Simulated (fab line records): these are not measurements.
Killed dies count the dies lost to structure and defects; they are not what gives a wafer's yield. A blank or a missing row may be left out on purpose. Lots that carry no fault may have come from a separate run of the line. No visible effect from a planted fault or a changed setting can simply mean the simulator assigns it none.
Struck lot and sound lot, side by side || flow gf180mcu || 16 out of 602 route steps
Sound: these wafers, L932.3, L932.5, L932.6. Struck: wafer L945.6. (L945.1, L945.4 of the same lot were not struck and are left out.) The cause comes at the end.
Per side, at each step with rows, come the tool, then ch with its chambers, and then its first start. Under that, the readings that differ: sound wafers || struck wafers || difference of the means || sigmas: that difference in standard deviations of wafers without a fault.
alike: a reading whose means differ by less than 2 such deviations, as well as words and numbers matching on both sides. not compared: withheld readings; readings where some wafer has no value; bounds like >300 that might hide an equal value; numbers whose values overlap and for which the record gives no deviation.
Wherever a step has rows on one side only, a row that says differs or no value, or a row with sigmas, the two part there. When numbers do not overlap yet have no deviation, they are printed without sigmas and do not part them. A reading missing from all wafers of one side parts the sides only when that side holds two or more wafers.

GF_POLY_GATE_ETCH_13: etches poly-Si in HBr/Cl2, stops on SiO2, target depth 198.5 nm, time 69.6 s.
  sound on rie si-02 ch 0,1,2, day 9 20:20; struck on rie si-02 ch 1, day 13 12:29
  alike: drypump motor current A, oes product au, throttle valve pct
  not compared: rf hours counter h
GF_POLY_GATE_STRIP_14: strips in O2/N2.
  sound on plasma asher-03 ch 0,1, day 9 20:25; struck on plasma asher-02 ch 0, day 13 12:32
  alike: drypump motor current A, heater power w, oes product au, platen temp c
  not compared: rf hours counter h
then, 2 steps without rows for these wafers: GF_POLY_GATE_CLEAN_15 (cleans in SC1/SC2, time 150 s); GF_POLY_GATE_OXIDATION_16 (stabilise 600 s, purge 300 s, target thk 4 nm).
GF_POLY_GATE_THK_MEAS_17:
  sound on film metro-01, day 9 21:49; struck on film metro-01, day 13 14:29
  alike: POLY_GATE_OXIDATION_THK
GF_POLY_GATE_CD_MEAS_18:
  sound on cd sem-01, day 9 21:55; struck on cd sem-02, day 13 14:33
  alike: cd nm
then, 6 steps without rows for these wafers: GF_HV_LDD_DEHYDRATE_00 (time 60 s); GF_HV_LDD_HMDS_01 (prime time 60 s); GF_HV_LDD_COAT_02 (resist thk 1000 nm); GF_HV_LDD_SOFTBAKE_03 (time 60 s); GF_HV_LDD_EXPOSE_04 (exposes mask Nplus LV AREA, target cd 400 nm); GF_HV_LDD_PEB_05.
GF_HV_LDD_DEVELOP_06: develop time 60 s.
  sound on litho track-03 ch 0, day 10 14:56; struck on litho track-03 ch 0, day 14 10:56
GF_HV_LDD_CD_MEAS_07: target cd 400 nm.
  sound on cd sem-01, day 10 15:04; struck on cd sem-01, day 14 11:05
{"reading": "cd nm (nm)", "sound": "403.8 405.5 404.2", "struck": 357.7, "difference": -46.8, "sigmas": -16}
GF_HV_LDD_OVL_MEAS_08:
  sound on overlay-01, day 10 15:10; struck on overlay-01, day 14 11:12
  alike: HV_LDD_OVL
then, 1 step without rows for these wafers: GF_PASSIVATION_PROBE_99.

== WHERE THEY PART ==
Only at GF_HV_LDD_CD_MEAS_07, within this record. Later steps at which nothing parts them and some readings are alike: GF_HV_LDD_OVL_MEAS_08.

WHY: the cause the simulator had injected
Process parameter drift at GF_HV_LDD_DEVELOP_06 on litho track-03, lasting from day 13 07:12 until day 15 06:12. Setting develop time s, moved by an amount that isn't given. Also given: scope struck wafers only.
